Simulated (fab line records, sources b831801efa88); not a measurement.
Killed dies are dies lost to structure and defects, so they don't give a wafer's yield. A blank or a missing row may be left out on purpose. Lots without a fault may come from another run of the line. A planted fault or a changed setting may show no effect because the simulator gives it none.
Which tool did it? | flow gf180mcu | 13 lots, 39 wafers sampled, at 4 steps of a route of 602

WHAT THE GAUGES READ, wafer by wafer
GF_SALICIDE_RS_MEAS_04: measures by four-point-probe. Usual: SALICIDE_TIN_RS 16.36 ohm/sq, standard deviation 0.26.
lot  | measured     | on            | SALICIDE_TIN_RS (ohm/sq) | flag
L402 | day 15 17:52 | film_metro-04 | 16.38 16.56 16.44        |
L403 | day 16 05:21 | film_metro-03 | 16.75 16.65 16.66        |
L405 | day 16 17:58 | film_metro-04 | 15.01 16.17 16.45        |
L413 | day 19 17:02 | film_metro-03 | 16.13 16.16 16.12        |
L414 | day 20 04:32 | film_metro-04 | 16.63 16.25 16.33        |
L416 | day 20 14:16 | film_metro-04 | 15.87 16.39 16.09        |
L417 | day 20 20:02 | film_metro-01 | 16.16 16.14 16.64        |
L418 | day 21 07:48 | film_metro-03 | 16.39 16.16 16.38        |
L420 | day 22 05:34 | film_metro-03 | 16.67 16.73 16.89        |
L421 | day 22 08:23 | film_metro-03 | 16.54 16.63 16.48        |
L422 | day 22 16:43 | film_metro-03 | 16.88 16.55 16.65        |
L423 | day 23 00:32 | film_metro-03 | 16.50 16.47 16.58        |
L424 | day 23 07:26 | film_metro-03 | 16.41 16.44 16.49        |

GF_M4_THK_MEAS_06: measures by xrf. Usual: M4_ALCU_THK 446 nm, standard deviation 5.2.
lot  | measured     | on            | M4_ALCU_THK (nm) | flag
L402 | day 23 03:40 | film_metro-04 | 439 438 442      |
L403 | day 23 15:52 | film_metro-04 | 444 449 445      |
L405 | day 24 02:32 | film_metro-01 | 443 437 437      |
L413 | day 26 19:52 | film_metro-04 | 451 457 458      |
L414 | day 27 04:55 | film_metro-03 | 451 451 454      |
L416 | day 27 13:01 | film_metro-03 | 447 450 441      |
L417 | day 27 18:51 | film_metro-03 | 446 444 445      |
L418 | day 28 04:52 | film_metro-01 | 446 440 445      |
L420 | day 28 22:45 | film_metro-04 | 444 450 444      |
L421 | day 29 02:28 | film_metro-01 | 441 447 447      |
L422 | day 29 09:25 | film_metro-04 | 450 449 447      |
L423 | day 29 15:41 | film_metro-03 | 449 442 447      |
L424 | day 29 19:48 | film_metro-03 | 454 449 458      |

WHICH TOOL RAN EACH LOT (tool, then ch and the chambers of the sampled wafers, then the start)
lot  | GF_SALICIDE_SPUTTER_02       | GF_M4_SPUTTER_00
L402 | pvd_sputter-04, day 15 17:48 | pvd_sputter-03, day 23 03:20
L403 | pvd_sputter-03, day 16 05:17 | pvd_sputter-01, day 23 15:31
L405 | pvd_sputter-03, day 16 17:55 | pvd_sputter-03, day 24 02:11
L413 | pvd_sputter-04, day 19 16:59 | pvd_sputter-01, day 26 19:32
L414 | pvd_sputter-03, day 20 04:28 | pvd_sputter-04, day 27 04:35
L416 | pvd_sputter-01, day 20 14:11 | pvd_sputter-04, day 27 12:40
L417 | pvd_sputter-04, day 20 19:59 | pvd_sputter-03, day 27 18:31
L418 | pvd_sputter-01, day 21 07:44 | pvd_sputter-03, day 28 04:31
L420 | pvd_sputter-01, day 22 05:30 | pvd_sputter-04, day 28 22:24
L421 | pvd_sputter-04, day 22 08:20 | pvd_sputter-01, day 29 02:07
L422 | pvd_sputter-01, day 22 16:40 | pvd_sputter-01, day 29 09:04
L423 | pvd_sputter-01, day 23 00:28 | pvd_sputter-03, day 29 15:20
L424 | pvd_sputter-04, day 23 07:23 | pvd_sputter-01, day 29 19:28
- GF_SALICIDE_SPUTTER_02: material Co, target thk 10 nm, time 20 s.
- GF_M4_SPUTTER_00: material Ti, target thk 37.5 nm, time 150 s.

WHAT THE TOOLS THEMSELVES READ (means of the sampled wafers that have a number; where no wafer has one, the mark that the record gives instead)
GF_SALICIDE_SPUTTER_02. Usual: throttle_valve_pct 30.5 %, standard deviation 0.81.
lot  | tool           | throttle_valve_pct (%) | flag
L402 | pvd_sputter-04 | 31.1                   |
L403 | pvd_sputter-03 | 30.5                   |
L405 | pvd_sputter-03 | 31.1                   |
L413 | pvd_sputter-04 | 31.2                   |
L414 | pvd_sputter-03 | 31.0                   |
L416 | pvd_sputter-01 | 29.3                   |
L417 | pvd_sputter-04 | 31.1                   |
L418 | pvd_sputter-01 | 29.9                   |
L420 | pvd_sputter-01 | 29.5                   |
L421 | pvd_sputter-04 | 31.0                   |
L422 | pvd_sputter-01 | 29.5                   |
L423 | pvd_sputter-01 | 29.6                   |
L424 | pvd_sputter-04 | 31.2                   |

GF_M4_SPUTTER_00. Usual: throttle_valve_pct 30.4 %, standard deviation 0.79.
lot  | tool           | throttle_valve_pct (%) | flag
L402 | pvd_sputter-03 | 31.0                   |
L403 | pvd_sputter-01 | 29.8                   |
L405 | pvd_sputter-03 | 31.0                   |
L413 | pvd_sputter-01 | 30.0                   |
L414 | pvd_sputter-04 | 31.0                   |
L416 | pvd_sputter-04 | 31.0                   |
L417 | pvd_sputter-03 | 30.4                   |
L418 | pvd_sputter-03 | 30.4                   |
L420 | pvd_sputter-04 | 31.2                   |
L421 | pvd_sputter-01 | 29.6                   |
L422 | pvd_sputter-01 | 29.7                   |
L423 | pvd_sputter-03 | 30.3                   |
L424 | pvd_sputter-01 | 29.7                   |

THE ANSWER, worked out from the rows above alone
Rule: a lot is off if the mean of its wafers that have a number lies more than 3 standard deviations from the usual mean. A lot without any number at a reading at which 4 lots or more have one is off too. The other lots that the step has rows for count as sound. The gauges are gone through in route order, then the tools' own readings, and for those a lot's mean is taken as printed above. The first step at which some lot is off is used, and at that step the reading that is off furthest; a lot without a number counts as furthest.
No lot is off at any reading shown: from this, nothing can be told.

WHAT THE SIMULATOR HAD PUT IN
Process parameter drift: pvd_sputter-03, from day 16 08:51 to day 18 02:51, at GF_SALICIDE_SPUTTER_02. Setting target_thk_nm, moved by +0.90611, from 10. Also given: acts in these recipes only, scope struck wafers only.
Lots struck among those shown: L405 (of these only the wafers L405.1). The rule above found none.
